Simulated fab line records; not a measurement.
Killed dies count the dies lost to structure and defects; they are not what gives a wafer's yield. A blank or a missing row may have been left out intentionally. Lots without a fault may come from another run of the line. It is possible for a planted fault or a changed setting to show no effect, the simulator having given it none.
Matching of chambers | flow gf180mcu | cmp-01 running GF_STI_CMP_25: 4 sister chambers
The step polishes, stops on Si3N4, t overpolish 33 s, target thk 524.6 nm. 20 wafers are shown with their chamber, then 10 later ones without.

== EACH WAFER AND ITS CHAMBER ==
wafer  | chamber | motor-current-A (A) | slurry-filter-dp-kPa (kPa) | time-to-endpoint-s (s)
L296.1 | 1       | 12.8                | 13.59                      | 130
L296.4 | 3       | 12.7                | 13.56                      | 138
L296.6 | 1       | 12.4                | 13.70                      | 130
L297.1 | 0       | 11.6                | 13.55                      | 135
L297.3 | 2       | 10.3                | 13.32                      | 124
L297.6 | 3       | 13.0                | 13.51                      | 134
L298.1 | 3       | 13.9                | 13.54                      | 125
L298.2 | 1       | 13.1                | 13.72                      | 131
L298.4 | 0       | 11.2                | 13.85                      | 134
L302.4 | 0       | 11.5                | 13.55                      | 120
L302.5 | 2       | 10.7                | 13.47                      | 112
L302.6 | 3       | 13.6                | 13.41                      | 114
L303.2 | 3       | 13.4                | 13.52                      | 117
L303.4 | 1       | 12.2                | 13.37                      | 118
L303.6 | 0       | 11.3                | 13.38                      | 122
L304.1 | 2       | 10.6                | 13.11                      | 115
L304.3 | 0       | 11.3                | 13.64                      | 122
L304.6 | 3       | 13.9                | 13.54                      | 117
L308.1 | 0       | 10.8                | 13.50                      | 119
L308.2 | 3       | 13.5                | 13.48                      | 118

SIGNATURES (averages over the wafers above)
reading              | chamber 0 | chamber 1 | chamber 2 | chamber 3 | scatter within a chamber
motor-current-A      | 11.283    | 12.625    | 10.533    | 13.429    | 0.367
slurry-filter-dp-kPa | 13.5783   | 13.5950   | 13.3000   | 13.5086   | 0.133
time-to-endpoint-s   | 125.33    | 127.25    | 117.00    | 123.29    | 7.82
Rule: distance of a wafer from a chamber = root of the sum over the readings of ((wafer's reading minus chamber's mean) / reading's scatter) squared. If the next closest chamber is less than 2 further off than the closest, the wafer can't be placed; otherwise it belongs to the closest. The scatter: take each reading less its chamber's mean, square it, sum over the shown wafers, divide by the number of wafers less the number of chambers, and take the root.

== WAFERS WITHOUT THEIR CHAMBER ==
wafer  | motor-current-A (A) | slurry-filter-dp-kPa (kPa) | time-to-endpoint-s (s)
L308.3 | 12.1                | 13.35                      | 120
L309.1 | 11.6                | 13.59                      | 114
L309.2 | 12.7                | 13.70                      | 118
L309.3 | 10.7                | 13.35                      | 111
L311.2 | 13.9                | 13.55                      | 118
L311.3 | 10.9                | 13.18                      | 111
L311.4 | 12.3                | 13.50                      | 117
L315.3 | 13.4                | 13.33                      | 116
L315.4 | 10.3                | 13.65                      | 113
L315.6 | 13.0                | 13.37                      | 119

== CHAMBER TAKEN BY EACH ==
wafer  | from the rows above               | in truth
L308.3 | can't be placed: 1 or 0 or 3 or 2 | 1
L309.1 | can't be placed: 0 or 1 or 2      | 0
L309.2 | can't be placed: 1 or 3           | 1
L309.3 | 2                                 | 2
L311.2 | 3                                 | 3
L311.3 | 2                                 | 2
L311.4 | can't be placed: 1 or 0 or 3      | 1
L315.3 | can't be placed: 3 or 1           | 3
L315.4 | can't be placed: 2 or 0           | 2
L315.6 | can't be placed: 3 or 1           | 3
Placed correctly: 3 of 10. Unplaceable from these rows: 7, with the true chamber sitting among the candidates in 7. Placed wrongly: 0.
